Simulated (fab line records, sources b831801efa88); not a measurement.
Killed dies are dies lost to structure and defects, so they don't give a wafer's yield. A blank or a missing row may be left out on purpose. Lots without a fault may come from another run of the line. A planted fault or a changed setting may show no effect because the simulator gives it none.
Which tool did it? | flow sky130 | 13 lots, 39 wafers sampled, at 2 steps of a route of 708

WHAT THE GAUGES READ, wafer by wafer
SKY_FIELD_ISO_BOW_MEAS_00.
lot  | measured    | on            | INCOMING_BOW (um)
L334 | day 1 10:01 | film_metro-01 | 6 -4 7
L335 | day 1 15:01 | film_metro-03 | -7 0 -1
L337 | day 2 01:01 | film_metro-01 | -7 5 -4
L344 | day 3 12:02 | film_metro-01 | -5 9 9
L345 | day 3 17:00 | film_metro-03 | 3 -10 0
L347 | day 4 03:00 | film_metro-03 | -5 -6 -4
L348 | day 4 08:02 | film_metro-01 | 14 2 1
L349 | day 4 13:02 | film_metro-04 | -1 -7 0
L352 | day 5 04:00 | film_metro-01 | 9 -3 4
L354 | day 5 14:00 | film_metro-01 | 8 -1 0
L355 | day 5 19:02 | film_metro-01 | -13 -6 -1
L356 | day 6 00:00 | film_metro-04 | 3 -6 -11
L357 | day 6 05:00 | film_metro-04 | 6 6 -1

SKY_FIELD_ISO_THK_MEAS_04.
lot  | measured    | on            | FIELD_ISO_CVD_03_THK (nm)
L334 | day 1 13:39 | film_metro-03 | 164.1 163.6 164.4
L335 | day 1 19:03 | film_metro-04 | 166.2 164.6 164.9
L337 | day 2 05:15 | film_metro-03 | 162.7 164.0 164.2
L344 | day 3 15:30 | film_metro-03 | 163.7 164.5 164.9
L345 | day 3 20:53 | film_metro-03 | 163.2 163.6 161.7
L347 | day 4 06:49 | film_metro-01 | 164.4 164.7 164.3
L348 | day 4 12:04 | film_metro-01 | 166.2 165.6 166.4
L349 | day 4 17:41 | film_metro-03 | 166.9 164.5 165.6
L352 | day 5 07:29 | film_metro-03 | 163.8 166.2 166.2
L354 | day 5 17:29 | film_metro-03 | 166.7 165.3 166.7
L355 | day 6 01:02 | film_metro-01 | 165.0 164.8 165.7
L356 | day 6 04:39 | film_metro-01 | 168.5 166.8 166.8
L357 | day 6 09:05 | film_metro-01 | 167.4 168.5 168.0

WHICH TOOL RAN EACH LOT (tool, then ch and the chambers of the sampled wafers, then the start)
The record holds no process step before these readings.

WHAT THE TOOLS THEMSELVES READ (means of the sampled wafers that have a number; where no wafer has one, the mark that the record gives instead)
The record holds no such reading with a usual standard deviation.

THE ANSWER, worked out from the rows above alone
Rule: what is usual is taken from the lots themselves. Put in order of their means at a reading, lots are off if they are a third of the lots or fewer, leave a main group of 4 or more, and stand apart from it by a gap of 3 or more times the standard deviation of the main group's means; of several such gaps the widest counts. A main group whose means are all the same, to the digits that the tables above print for the reading, isn't used. A lot without any number at a reading at which 4 lots or more have one is off too. The other lots that the step has rows for count as sound. The gauges are gone through in route order, then the tools' own readings, and for those a lot's mean is taken as printed above. The first step at which some lot is off is used, and at that step the reading that is off furthest; a lot without a number counts as furthest.
No lot is off at any reading shown: from this, nothing can be told.

WHAT THE SIMULATOR HAD PUT IN
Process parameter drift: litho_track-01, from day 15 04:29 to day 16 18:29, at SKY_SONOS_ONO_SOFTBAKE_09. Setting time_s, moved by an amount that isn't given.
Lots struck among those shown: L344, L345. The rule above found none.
